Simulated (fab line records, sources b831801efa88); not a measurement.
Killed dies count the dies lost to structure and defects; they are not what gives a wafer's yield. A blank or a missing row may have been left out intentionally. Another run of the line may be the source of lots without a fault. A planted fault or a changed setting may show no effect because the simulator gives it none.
Split-lot experiment / flow gf180mcu / route with 602 steps; 5 lots, 23 wafers read

== ABOUT THE SPLIT ==
At GF_MIM_SPUTTER_08 (material AlCu, target thk 200 nm, time 10.6 s), the setting power-w was moved away from the recipe's 10600 W on 7 of the 23 wafers read, by -11.5% to +6.3%. The other wafers ran this setting at the recipe's value.

== FROM THE SPLIT TO THE READING: what the file shows between them, 7 steps ==
- GF_MIM_SPUTTER_09: material TiN, target thk 35 nm, time 29.2 s (also split here: time-s)
- GF_MIM_RS_MEAS_10: measures by four-point-probe
- GF_MIM_THK_MEAS_11: measures by xrf
- GF_MIM_DEHYDRATE_12: time 60 s
- GF_MIM_HMDS_13: prime time 60 s
- GF_MIM_PEB_17
- GF_MIM_DEVELOP_18: develop time 60 s

== THE READING ==
oes-product-au, in a.u., at GF_MIM_METAL_ETCH_19 (etches the open film in Cl2/BCl3, stops on Si3N4, target depth 324.5 nm, time 54.1 s). Fault-free wafers of this fab line usually give 0.939 a.u., standard deviation 0.0062 a.u.

wafer=L077.4; tool, chamber at the split=pvd-sputter-01, -; power-w as run, W=10600; against the recipe=recipe; oes-product-au, a.u.=0.930; against lot-mates on the recipe=-
wafer=L077.5; tool, chamber at the split=pvd-sputter-01, -; power-w as run, W=10600; against the recipe=recipe; oes-product-au, a.u.=0.933; against lot-mates on the recipe=-
wafer=L077.6; tool, chamber at the split=pvd-sputter-01, -; power-w as run, W=10600; against the recipe=recipe; oes-product-au, a.u.=0.934; against lot-mates on the recipe=-
wafer=L081.1; tool, chamber at the split=pvd-sputter-02, -; power-w as run, W=10600; against the recipe=recipe; oes-product-au, a.u.=0.937; against lot-mates on the recipe=-
wafer=L081.2; tool, chamber at the split=pvd-sputter-02, -; power-w as run, W=10600; against the recipe=recipe; oes-product-au, a.u.=0.951; against lot-mates on the recipe=-
wafer=L081.3; tool, chamber at the split=pvd-sputter-02, -; power-w as run, W=10600; against the recipe=recipe; oes-product-au, a.u.=0.942; against lot-mates on the recipe=-
wafer=L081.5; tool, chamber at the split=pvd-sputter-02, -; power-w as run, W=10600; against the recipe=recipe; oes-product-au, a.u.=0.942; against lot-mates on the recipe=-
wafer=L081.6; tool, chamber at the split=pvd-sputter-02, -; power-w as run, W=10600; against the recipe=recipe; oes-product-au, a.u.=0.947; against lot-mates on the recipe=-
wafer=L080.1; tool, chamber at the split=pvd-sputter-01, -; power-w as run, W=10170; against the recipe=-4.1%; oes-product-au, a.u.=0.910; against lot-mates on the recipe=-0.031
wafer=L080.2; tool, chamber at the split=pvd-sputter-01, -; power-w as run, W=10600; against the recipe=recipe; oes-product-au, a.u.=0.937; against lot-mates on the recipe=-
wafer=L080.3; tool, chamber at the split=pvd-sputter-01, -; power-w as run, W=10170; against the recipe=-4.1%; oes-product-au, a.u.=0.924; against lot-mates on the recipe=-0.017
wafer=L080.4; tool, chamber at the split=pvd-sputter-01, -; power-w as run, W=10600; against the recipe=recipe; oes-product-au, a.u.=0.939; against lot-mates on the recipe=-
wafer=L080.6; tool, chamber at the split=pvd-sputter-01, -; power-w as run, W=10600; against the recipe=recipe; oes-product-au, a.u.=0.947; against lot-mates on the recipe=-
wafer=L083.1; tool, chamber at the split=pvd-sputter-03, -; power-w as run, W=10600; against the recipe=recipe; oes-product-au, a.u.=0.948; against lot-mates on the recipe=-
wafer=L083.2; tool, chamber at the split=pvd-sputter-03, -; power-w as run, W=11270; against the recipe=+6.3%; oes-product-au, a.u.=0.976; against lot-mates on the recipe=+0.033
wafer=L083.3; tool, chamber at the split=pvd-sputter-03, -; power-w as run, W=11270; against the recipe=+6.3%; oes-product-au, a.u.=0.964; against lot-mates on the recipe=+0.021
wafer=L083.4; tool, chamber at the split=pvd-sputter-03, -; power-w as run, W=11270; against the recipe=+6.3%; oes-product-au, a.u.=0.958; against lot-mates on the recipe=+0.015
wafer=L083.5; tool, chamber at the split=pvd-sputter-03, -; power-w as run, W=10600; against the recipe=recipe; oes-product-au, a.u.=0.937; against lot-mates on the recipe=-
wafer=L084.1; tool, chamber at the split=pvd-sputter-01, -; power-w as run, W=10600; against the recipe=recipe; oes-product-au, a.u.=0.934; against lot-mates on the recipe=-
wafer=L084.2; tool, chamber at the split=pvd-sputter-01, -; power-w as run, W=10600; against the recipe=recipe; oes-product-au, a.u.=0.917; against lot-mates on the recipe=-
wafer=L084.3; tool, chamber at the split=pvd-sputter-01, -; power-w as run, W=9384; against the recipe=-11.5%; oes-product-au, a.u.=0.882; against lot-mates on the recipe=-0.046
wafer=L084.4; tool, chamber at the split=pvd-sputter-01, -; power-w as run, W=9384; against the recipe=-11.5%; oes-product-au, a.u.=0.893; against lot-mates on the recipe=-0.035
wafer=L084.5; tool, chamber at the split=pvd-sputter-01, -; power-w as run, W=10600; against the recipe=recipe; oes-product-au, a.u.=0.933; against lot-mates on the recipe=-

FIT RESULTS
A straight line over all 23 wafers: oes-product-au changes by +0.00447 a.u. for each +1% of power-w; r = +0.92; the points scatter about the line by 0.0082 a.u.
The same after taking each lot's own level away (the mean of its wafers on the recipe; 23 wafers): +0.00376 a.u. for each +1%; r = +0.93; scatter 0.0066 a.u.
That fit puts the effect of the largest move of power-w on the reading at 0.043 a.u.
The span of the lots' own levels, 0.9280 to 0.9438 a.u., comes to 2.5 times the standard deviation stated above.
So the slope is not independent of the lot-to-lot level: the two fits are not the same.
Check: -0.0425 a.u. against its lot-mates is what the line predicts for one of the wafers moved furthest among these (-11.5%) when that wafer is left out of the fit. It came out at -0.046 a.u. against them.

== OTHER SPLITS ON THESE WAFERS ==
These wafers also went through other splits before the reading. Each is held against what the fit with the lots' levels taken away leaves over:
other split on the same wafers=GF_M3_COAT_09 resist-thk-nm; wafers away from the commonest value=10; r with oes-product-au (lot level and that fit taken away)=+0.09
other split on the same wafers=GF_V3_DEVELOP_13 develop-time-s; wafers away from the commonest value=8; r with oes-product-au (lot level and that fit taken away)=-0.22
other split on the same wafers=GF_M4_SPUTTER_04 time-s; wafers away from the commonest value=7; r with oes-product-au (lot level and that fit taken away)=+0.06
other split on the same wafers=GF_M4_METAL_ETCH_16 icp-w; wafers away from the commonest value=11; r with oes-product-au (lot level and that fit taken away)=+0.34
other split on the same wafers=GF_V4_SPUTTER_22 time-s; wafers away from the commonest value=11; r with oes-product-au (lot level and that fit taken away)=+0.09
other split on the same wafers=GF_MIM_SPUTTER_09 time-s; wafers away from the commonest value=6; r with oes-product-au (lot level and that fit taken away)=+0.26

== THE WHOLE CHAIN: every reading that the file lists as answering this split, in the file's order ==
step=GF_MIM_SPUTTER_08; what it does=material AlCu, target thk 200 nm, time 10.6 s; reading=AlCu_of_MIM_SPUTTER_08.thk-nm (the simulator's own value, which no gauge read); change (the file's fit)=+2.03 nm for each +1% of the setting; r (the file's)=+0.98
step=GF_MIM_RS_MEAS_10; what it does=measures by four-point-probe; reading=MIM_ALCU_RS; change (the file's fit)=-0.00188 for each +1% of the setting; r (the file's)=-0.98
step=GF_MIM_THK_MEAS_11; what it does=measures by xrf; reading=MIM_ALCU_THK; change (the file's fit)=+2.16 for each +1% of the setting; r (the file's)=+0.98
step=GF_MIM_METAL_ETCH_19; what it does=etches the open film in Cl2/BCl3, stops on Si3N4, target depth 324.5 nm, time 54.1 s; reading=oes-product-au; change (the file's fit)=+0.00377 a.u. for each +1% of the setting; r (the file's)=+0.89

== FILE'S OWN FIT ==
oes-product-au changes by +0.00377 a.u. for each +1% of power-w, r = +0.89.
